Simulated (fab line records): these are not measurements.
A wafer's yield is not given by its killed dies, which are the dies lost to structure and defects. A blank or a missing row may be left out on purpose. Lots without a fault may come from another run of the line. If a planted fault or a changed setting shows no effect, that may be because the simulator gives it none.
A struck lot beside a sound one + flow sky130 + 14 steps out of a route of 708
Sound: wafers L673.1, L673.5, L673.6. Struck: wafers L682.3, L682.4, L682.6. The cause is given at the end.
At each step with rows: each side's tool, then ch and its chambers, then its first start. Under that, the readings that differ: sound wafers + struck wafers + difference of the means + sigmas: that difference in standard deviations of wafers without a fault.
alike: a reading whose means differ by less than 2 such deviations, as well as words and numbers matching on both sides. not compared: withheld readings; readings where some wafer has no value; bounds like >300 that might hide an equal value; numbers whose values overlap and for which the record gives no deviation.
Wherever a step has rows on one side only, a row that says differs or no value, or a row with sigmas, the two part there. When numbers do not overlap yet have no deviation, they are printed without sigmas and do not part them. A reading that every wafer of one side lacks parts them only if that side has two wafers or more.

first, 6 steps without rows for these wafers: SKY_CONTACT_STRIP_19 (strips in O2/N2); SKY_CONTACT_STRIP_20 (strips in post etch residue remover, time 1200 s); SKY_CONTACT_CLEAN_21 (cleans in IPA, time 180 s); SKY_CONTACT_CLEAN_22 (cleans in O3/DIW); SKY_CONTACT_SPUTTER_23 (material TiN, target thk 20 nm, time 80 s); SKY_CONTACT_CVD_24 (deposits W, target thk 340 nm, time 102.12 s).
SKY_CONTACT_RS_MEAS_25: the measuring method here is four-point-probe.
  sound on filmMetro-03, day 31 22:40; struck on filmMetro-03, day 34 23:27
  alike: CONTACT_W_RS
SKY_CONTACT_THK_MEAS_26: measures by xrf.
  sound on filmMetro-03, day 31 22:47; struck on filmMetro-03, day 34 23:33
  alike: CONTACT_W_THK
SKY_CONTACT_CMP_27: polishes, stops on SiO2, t overpolish 15 s, target thk 0 nm.
  sound on cmp-02 ch 0,3, day 31 22:51; struck on cmp-02 ch 0,2, day 34 23:35
  alike: motorCurrentA, overpolishRunS, slurryFilterDpKPa, timeToEndpointS
SKY_METAL1_SPUTTER_00: material Ti, target thk 15 nm, time 10 s.
  sound on pvdSputter-03, day 31 23:09; struck on pvdSputter-03, day 34 23:53
  alike: cathodeDcPowerW, chamberPressurePa, throttleValvePct
SKY_METAL1_SPUTTER_01: material TiN, target thk 20 nm, time 16.7 s.
  sound on pvdSputter-03, day 31 23:10; struck on pvdSputter-03, day 34 23:55
  alike: cathodeDcPowerW, chamberPressurePa, throttleValvePct
SKY_METAL1_SPUTTER_02: material AlCu, target thk 250 nm, time 13.3 s.
  sound on pvdSputter-03, day 31 23:12; struck on pvdSputter-03, day 34 23:56
  alike: cathodeDcPowerW, chamberPressurePa, throttleValvePct
SKY_METAL1_SPUTTER_03: material Ti, target thk 5 nm, time 3.3 s.
  sound on pvdSputter-03, day 31 23:13; struck on pvdSputter-03, day 34 23:58
  no value came back on the struck wafers for cathodeDcPowerW (W), chamberPressurePa (Pa), throttleValvePct (%); on the sound wafers cathodeDcPowerW (W) reads 3001.1 2999.4 3000.3
SKY_METAL1_SPUTTER_04: material TiN, target thk 70 nm, time 58.3 s.
  sound on pvdSputter-03, day 31 23:14; struck on pvdSputter-03, day 34 23:59
  alike: cathodeDcPowerW, chamberPressurePa, throttleValvePct

WHERE THEY PART
SKY_METAL1_SPUTTER_03 only, going by this record. Later steps at which nothing parts them and some readings are alike: SKY_METAL1_SPUTTER_04.

WHY: what the simulator had put in
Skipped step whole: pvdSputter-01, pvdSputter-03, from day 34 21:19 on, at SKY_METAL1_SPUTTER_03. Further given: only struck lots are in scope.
